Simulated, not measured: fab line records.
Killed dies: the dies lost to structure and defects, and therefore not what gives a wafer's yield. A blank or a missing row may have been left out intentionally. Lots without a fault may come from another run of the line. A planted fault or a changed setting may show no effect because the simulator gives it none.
Which tool is to blame? / flow gf180mcu / Sampling: 12 lots, 36 wafers, 5 of 602 route steps

## WHAT EACH GAUGE READ, for each wafer
GF_PASSIVATION_THK_MEAS_01.
lot=L139; measured=day 28 01:16; on=film_metro-02; PASSIVATION_CVD_00_THK (nm)=997 990 995
lot=L140; measured=day 28 11:37; on=film_metro-01; PASSIVATION_CVD_00_THK (nm)=971 969 993
lot=L141; measured=day 28 19:43; on=film_metro-03; PASSIVATION_CVD_00_THK (nm)=971 969 1028
lot=L142; measured=day 29 02:13; on=film_metro-03; PASSIVATION_CVD_00_THK (nm)=1024 999 985
lot=L145; measured=day 30 02:49; on=film_metro-02; PASSIVATION_CVD_00_THK (nm)=976 996 1025
lot=L146; measured=day 30 10:43; on=film_metro-01; PASSIVATION_CVD_00_THK (nm)=998 982 1032
lot=L147; measured=day 30 14:08; on=film_metro-03; PASSIVATION_CVD_00_THK (nm)=982 964 979
lot=L149; measured=day 31 04:48; on=film_metro-02; PASSIVATION_CVD_00_THK (nm)=995 992 1011
lot=L151; measured=day 31 15:55; on=film_metro-02; PASSIVATION_CVD_00_THK (nm)=968 986 1014
lot=L154; measured=day 32 19:04; on=film_metro-02; PASSIVATION_CVD_00_THK (nm)=980 1006 1007
lot=L158; measured=day 33 17:47; on=film_metro-02; PASSIVATION_CVD_00_THK (nm)=1595 1007 982 1595 1007 982
lot=L162; measured=day 34 06:16; on=film_metro-03; PASSIVATION_CVD_00_THK (nm)=961 994 1585 960 993 1585

## WHAT TOOL EACH LOT RAN ON (gives the tool, then ch and the chambers of the sampled wafers, and finally the start)
lot=L139; GF_M5_ETCH_09=rie_diel-03 ch 0,3, day 26 04:43; GF_V5_CVD_23=cvd_w-01 ch 0,1, day 27 02:43; GF_TOP_METAL_SPUTTER_01=pvd_sputter-01, day 27 03:25; GF_PASSIVATION_CVD_00=pecvd-03 ch 0,2, day 28 01:11
lot=L140; GF_M5_ETCH_09=rie_diel-01 ch 0,1,3, day 26 15:31; GF_V5_CVD_23=cvd_w-01 ch 0,1, day 27 13:25; GF_TOP_METAL_SPUTTER_01=pvd_sputter-01, day 27 14:21; GF_PASSIVATION_CVD_00=pecvd-03 ch 0,1,2, day 28 11:33
lot=L141; GF_M5_ETCH_09=rie_diel-02 ch 1,2, day 27 00:13; GF_V5_CVD_23=cvd_w-02 ch 0,1, day 27 22:10; GF_TOP_METAL_SPUTTER_01=pvd_sputter-01, day 27 23:04; GF_PASSIVATION_CVD_00=pecvd-01 ch 0,1,2, day 28 19:38
lot=L142; GF_M5_ETCH_09=rie_diel-03 ch 0,1,3, day 27 06:50; GF_V5_CVD_23=cvd_w-01 ch 0,1, day 28 05:10; GF_TOP_METAL_SPUTTER_01=pvd_sputter-01, day 28 05:49; GF_PASSIVATION_CVD_00=pecvd-01 ch 0,1,2, day 29 02:07
lot=L145; GF_M5_ETCH_09=rie_diel-02 ch 0,2,3, day 28 08:08; GF_V5_CVD_23=cvd_w-02 ch 0,1, day 29 05:13; GF_TOP_METAL_SPUTTER_01=pvd_sputter-04, day 29 05:52; GF_PASSIVATION_CVD_00=pecvd-02 ch 0,2, day 30 02:43
lot=L146; GF_M5_ETCH_09=rie_diel-02 ch 2,3, day 28 16:40; GF_V5_CVD_23=cvd_w-02 ch 0,1, day 29 14:01; GF_TOP_METAL_SPUTTER_01=pvd_sputter-01, day 29 14:40; GF_PASSIVATION_CVD_00=pecvd-01 ch 0,1,2, day 30 10:38
lot=L147; GF_M5_ETCH_09=rie_diel-01 ch 0,1,2, day 28 20:46; GF_V5_CVD_23=cvd_w-01 ch 0,1, day 29 18:08; GF_TOP_METAL_SPUTTER_01=pvd_sputter-02, day 29 18:50; GF_PASSIVATION_CVD_00=pecvd-03 ch 0,1,2, day 30 14:04
lot=L149; GF_M5_ETCH_09=rie_diel-01 ch 0,1,2, day 29 13:02; GF_V5_CVD_23=cvd_w-02 ch 0,1, day 30 09:44; GF_TOP_METAL_SPUTTER_01=pvd_sputter-02, day 30 10:28; GF_PASSIVATION_CVD_00=pecvd-03 ch 0,1, day 31 04:43
lot=L151; GF_M5_ETCH_09=rie_diel-01 ch 0,2,3, day 30 00:38; GF_V5_CVD_23=cvd_w-01 ch 0,1, day 30 20:49; GF_TOP_METAL_SPUTTER_01=pvd_sputter-02, day 30 21:31; GF_PASSIVATION_CVD_00=pecvd-02 ch 0,1,2, day 31 15:50
lot=L154; GF_M5_ETCH_09=rie_diel-02 ch 0,1,2, day 31 04:52; GF_V5_CVD_23=cvd_w-01 ch 0,1, day 32 01:02; GF_TOP_METAL_SPUTTER_01=pvd_sputter-04, day 32 01:55; GF_PASSIVATION_CVD_00=pecvd-03 ch 0,1, day 32 18:58
lot=L158; GF_M5_ETCH_09=rie_diel-02 ch 0,1,2, day 32 05:40; GF_V5_CVD_23=cvd_w-02 ch 0,1, day 33 00:22; GF_TOP_METAL_SPUTTER_01=pvd_sputter-02, day 33 01:02; GF_PASSIVATION_CVD_00=pecvd-01 ch 0,1,2, day 33 17:43
lot=L162; GF_M5_ETCH_09=rie_diel-03 ch 2,3, day 32 18:55; GF_V5_CVD_23=cvd_w-01 ch 0,1, day 33 13:21; GF_TOP_METAL_SPUTTER_01=pvd_sputter-04, day 33 14:03; GF_PASSIVATION_CVD_00=pecvd-01 ch 0,1,2, day 34 06:11
- GF_M5_ETCH_09: etches Si3N4 in CF4/O2, target depth 52 nm, time 11.6 s.
- GF_V5_CVD_23: deposits W, target thk 350 nm, time 104.9 s.
- GF_TOP_METAL_SPUTTER_01: material TiN, target thk 30 nm, time 25 s.
- GF_PASSIVATION_CVD_00: deposits SiO2 from TEOS, target thk 1000 nm, time 111.95 s.

## AS READ BY THE TOOLS THEMSELVES (means over the sampled wafers that have a number; for cases with no such wafer, the mark the record gives instead)
GF_M5_ETCH_09.
lot=L139; tool=rie_diel-03; drypump_motor_current_A (A)=5.3; oes_product_au (a.u.)=1.006; throttle_valve_pct (%)=5.978
lot=L140; tool=rie_diel-01; drypump_motor_current_A (A)=5.7; oes_product_au (a.u.)=0.995; throttle_valve_pct (%)=5.977
lot=L141; tool=rie_diel-02; drypump_motor_current_A (A)=5.4; oes_product_au (a.u.)=0.983; throttle_valve_pct (%)=5.972
lot=L142; tool=rie_diel-03; drypump_motor_current_A (A)=5.5; oes_product_au (a.u.)=1.002; throttle_valve_pct (%)=5.972
lot=L145; tool=rie_diel-02; drypump_motor_current_A (A)=5.6; oes_product_au (a.u.)=0.995; throttle_valve_pct (%)=5.971
lot=L146; tool=rie_diel-02; drypump_motor_current_A (A)=5.7; oes_product_au (a.u.)=1.007; throttle_valve_pct (%)=5.969
lot=L147; tool=rie_diel-01; drypump_motor_current_A (A)=5.7; oes_product_au (a.u.)=1.002; throttle_valve_pct (%)=5.979
lot=L149; tool=rie_diel-01; drypump_motor_current_A (A)=5.8; oes_product_au (a.u.)=1.000; throttle_valve_pct (%)=5.970
lot=L151; tool=rie_diel-01; drypump_motor_current_A (A)=6.2; oes_product_au (a.u.)=0.999; throttle_valve_pct (%)=5.973
lot=L154; tool=rie_diel-02; drypump_motor_current_A (A)=5.5; oes_product_au (a.u.)=0.997; throttle_valve_pct (%)=5.973
lot=L158; tool=rie_diel-02; drypump_motor_current_A (A)=5.5; oes_product_au (a.u.)=0.992; throttle_valve_pct (%)=5.966
lot=L162; tool=rie_diel-03; drypump_motor_current_A (A)=5.0; oes_product_au (a.u.)=0.996; throttle_valve_pct (%)=5.968

GF_V5_CVD_23.
lot=L139; tool=cvd_w-01; heater_power_w (W)=784; run_length_s (s)=132.7
lot=L140; tool=cvd_w-01; heater_power_w (W)=770; run_length_s (s)=132.8
lot=L141; tool=cvd_w-02; heater_power_w (W)=776; run_length_s (s)=132.9
lot=L142; tool=cvd_w-01; heater_power_w (W)=758; run_length_s (s)=132.2
lot=L145; tool=cvd_w-02; heater_power_w (W)=731; run_length_s (s)=133.1
lot=L146; tool=cvd_w-02; heater_power_w (W)=740; run_length_s (s)=132.7
lot=L147; tool=cvd_w-01; heater_power_w (W)=782; run_length_s (s)=132.7
lot=L149; tool=cvd_w-02; heater_power_w (W)=780; run_length_s (s)=133.4
lot=L151; tool=cvd_w-01; heater_power_w (W)=773; run_length_s (s)=132.5
lot=L154; tool=cvd_w-01; heater_power_w (W)=784; run_length_s (s)=132.8
lot=L158; tool=cvd_w-02; heater_power_w (W)=775; run_length_s (s)=132.9
lot=L162; tool=cvd_w-01; heater_power_w (W)=772; run_length_s (s)=132.3

GF_TOP_METAL_SPUTTER_01.
lot=L139; tool=pvd_sputter-01; throttle_valve_pct (%)=29.6
lot=L140; tool=pvd_sputter-01; throttle_valve_pct (%)=29.6
lot=L141; tool=pvd_sputter-01; throttle_valve_pct (%)=29.9
lot=L142; tool=pvd_sputter-01; throttle_valve_pct (%)=29.1
lot=L145; tool=pvd_sputter-04; throttle_valve_pct (%)=29.8
lot=L146; tool=pvd_sputter-01; throttle_valve_pct (%)=29.1
lot=L147; tool=pvd_sputter-02; throttle_valve_pct (%)=30.0
lot=L149; tool=pvd_sputter-02; throttle_valve_pct (%)=30.1
lot=L151; tool=pvd_sputter-02; throttle_valve_pct (%)=31.1
lot=L154; tool=pvd_sputter-04; throttle_valve_pct (%)=30.3
lot=L158; tool=pvd_sputter-02; throttle_valve_pct (%)=30.1
lot=L162; tool=pvd_sputter-04; throttle_valve_pct (%)=30.1

GF_PASSIVATION_CVD_00.
lot=L139; tool=pecvd-03; heater_power_w (W)=769; run_length_s (s)=139.3
lot=L140; tool=pecvd-03; heater_power_w (W)=721; run_length_s (s)=139.5
lot=L141; tool=pecvd-01; heater_power_w (W)=673; run_length_s (s)=139.7
lot=L142; tool=pecvd-01; heater_power_w (W)=690; run_length_s (s)=140.0
lot=L145; tool=pecvd-02; heater_power_w (W)=483; run_length_s (s)=139.4
lot=L146; tool=pecvd-01; heater_power_w (W)=607; run_length_s (s)=139.8
lot=L147; tool=pecvd-03; heater_power_w (W)=724; run_length_s (s)=139.5
lot=L149; tool=pecvd-03; heater_power_w (W)=723; run_length_s (s)=139.6
lot=L151; tool=pecvd-02; heater_power_w (W)=569; run_length_s (s)=139.8
lot=L154; tool=pecvd-03; heater_power_w (W)=719; run_length_s (s)=139.7
lot=L158; tool=pecvd-01; heater_power_w (W)=669; run_length_s (s)=161.1
lot=L162; tool=pecvd-01; heater_power_w (W)=620; run_length_s (s)=161.2

## THE ANSWER, worked out from the rows above alone
Rule: the usual values come from the lots themselves. Put in order of their means at a reading, lots are off if they are a third of the lots or fewer, leave a main group of 4 or more, and stand apart from it by a gap of 3 or more times the standard deviation of the main group's means; of several such gaps the widest counts. Not used: any main group whose means are identical at the precision the tables above print for the reading. A lot without any number at a reading at which 4 lots or more have one is off too. Any other lot the step has rows for is counted as sound. Order of review: gauges by route order, followed by the tools' own readings, for which a lot's mean as printed above is used. At the first step where some lot is off, the reading lying furthest off is the one used; lots without a number count as furthest.
Off: at GF_PASSIVATION_THK_MEAS_01 (PASSIVATION_CVD_00_THK), L158, L162. The main group has a mean of 993 nm with a standard deviation of 9.5.
If a tool, at a process step before that reading, ran all the lots that are off and no sound lot after the first of them, it fits. Not tried: the gauges at GF_PASSIVATION_THK_MEAS_01; whatever is off there is also off at GF_PASSIVATION_CVD_00, on other tools, and gauge error can't account for it. One fits: GF_PASSIVATION_CVD_00 on pecvd-01. Its last sound lot is L146 (day 30 10:38), its first lot that is off L158 (day 33 17:43): a fault that began between those two fits.
The tool's own readings at GF_PASSIVATION_CVD_00 bear it out: on the lots that are off they differ by more than 5 times the standard deviation of the sound lots' means. run_length_s reads 161.1 s there against 139.6 s on the sound lots.

## WHAT THE SIMULATOR PUT IN
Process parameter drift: pecvd-01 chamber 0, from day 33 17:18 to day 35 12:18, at GF_PASSIVATION_CVD_00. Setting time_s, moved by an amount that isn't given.
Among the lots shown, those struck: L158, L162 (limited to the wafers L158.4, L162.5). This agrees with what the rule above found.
